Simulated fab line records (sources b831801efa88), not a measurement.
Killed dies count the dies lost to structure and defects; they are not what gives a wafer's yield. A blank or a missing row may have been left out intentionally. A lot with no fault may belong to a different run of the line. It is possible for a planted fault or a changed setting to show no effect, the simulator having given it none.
8D (eight disciplines) problem report, filled in by code + flow gf180mcu + the parts of the form that need people (team, actions taken, sign-off) are left out

1. WHAT IS WRONG
Mean NSD_RS at GF_PSD_RS_MEAS_14: 45.04 ohm/sq over 6 wafers in 2 lots; fault-free wafers: 46.08 ohm/sq, standard deviation 0.081. Measured from the usual mean, that is -13 standard deviations.
The step: measures by four-point-probe.
Earliest sighting: wafer L557.2 on film-metro-03 at day 19 13:26. Wafers with a number at this step in the record: 36, from 12 lots. The rule behind "out" and "out of limits": a value lying over 4 standard deviations away from the usual mean. The rest of the wafers with a number are treated as sound.

2. WHAT THIS IS AND IS NOT
| question                    | is                           | is not                                                                    |
|-----------------------------|------------------------------|---------------------------------------------------------------------------|
| which readings at this step | NSD_RS                       | -                                                                         |
| which lots                  | L557, L558                   | L542, L543, L545, L546, L547, L549, L554, L555, L562, L564                |
| which wafers of those lots  | all that have a number       | -                                                                         |
| read on which gauges        | film-metro-03, film-metro-04 | film-metro-02                                                             |
| when                        | from day 19 13:26            | up to then (24 sound wafers); but 6 sound wafers of L562, L564 came after |

3. SUSPECTS, AND WHAT RULES EACH OUT
Counting: a tool at any process step up to the reading remains a suspect when it ran all the lots that are out and ran no sound lot after the first of those.
- the gauge at GF_PSD_RS_MEAS_14 is ruled out. Those wafers that are out were read across 2 gauges (film-metro-03, film-metro-04).
- implanter-02 at GF_NSD_IMPLANT_09: kept. All lots that are out passed through it, beginning with L557 at day 18 12:15, and no sound lot followed; its final sound lot before that point was L549 at day 15 16:35. Its own readings are out on those wafers: dose-ions-cm2.
- plasma-asher-02 at GF_NSD_STRIP_11 (strips in O2/N2): ruled out as a lasting fault. After its first lot that is out, L557 (day 18 12:32), sound lots L564 ran on it.
Left after counting: implanter-02 at GF_NSD_IMPLANT_09.

4. THE CAUSE (what the simulator had put in)
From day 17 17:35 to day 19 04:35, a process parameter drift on implanter-02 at GF_NSD_IMPLANT_09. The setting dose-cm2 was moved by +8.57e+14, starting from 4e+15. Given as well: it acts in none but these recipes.
The count eliminated every tool but this one.

5. SEQUENCE OF EFFECTS, ordered by route
Rows list readings where the struck wafers' mean (over those with a number) sits beyond 3 standard deviations from the usual. Only readings whose record carries a usual standard deviation are examined. hours: median over the lots of the time between each lot's start at the first step of this table that gives one and its start at this step. sigmas: the change, counted in usual standard deviations.
| hours | step              | reading                  | usual        | on struck wafers | change     | sigmas      |
|-------|-------------------|--------------------------|--------------|------------------|------------|-------------|
| 0     | GF_NSD_IMPLANT_09 | dose-ions-cm2            | 4.002e+15    | 4.861e+15        | +8.587e+14 | +99 or more |
| 0     | GF_NSD_STRIP_11   | strip-time-to-endpoint-s | 22.97 s      | 23.70            | +0.73      | +18         |
| 25    | GF_PSD_RS_MEAS_14 | NSD_RS                   | 46.08 ohm/sq | 45.04            | -1.04      | -13         |
Process steps it contains:
- GF_NSD_IMPLANT_09
- GF_NSD_STRIP_11: strips in O2/N2.

6. HOW IT WOULD HAVE BEEN CAUGHT EARLIER
The first out-of-limits reading at a measuring or inspecting step in this record came at day 19 13:26, 44 hours after the fault's start at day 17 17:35.
Tool's own readings at GF_NSD_IMPLANT_09, dose-ions-cm2: out on all struck wafers the step has rows for; an alarm limit on them would have tripped on the first.
Each of the lots that are out, 2 in all, had begun GF_NSD_IMPLANT_09 on implanter-02 no later than day 19 13:26. A hold on the tool at that time would have spared none of them.
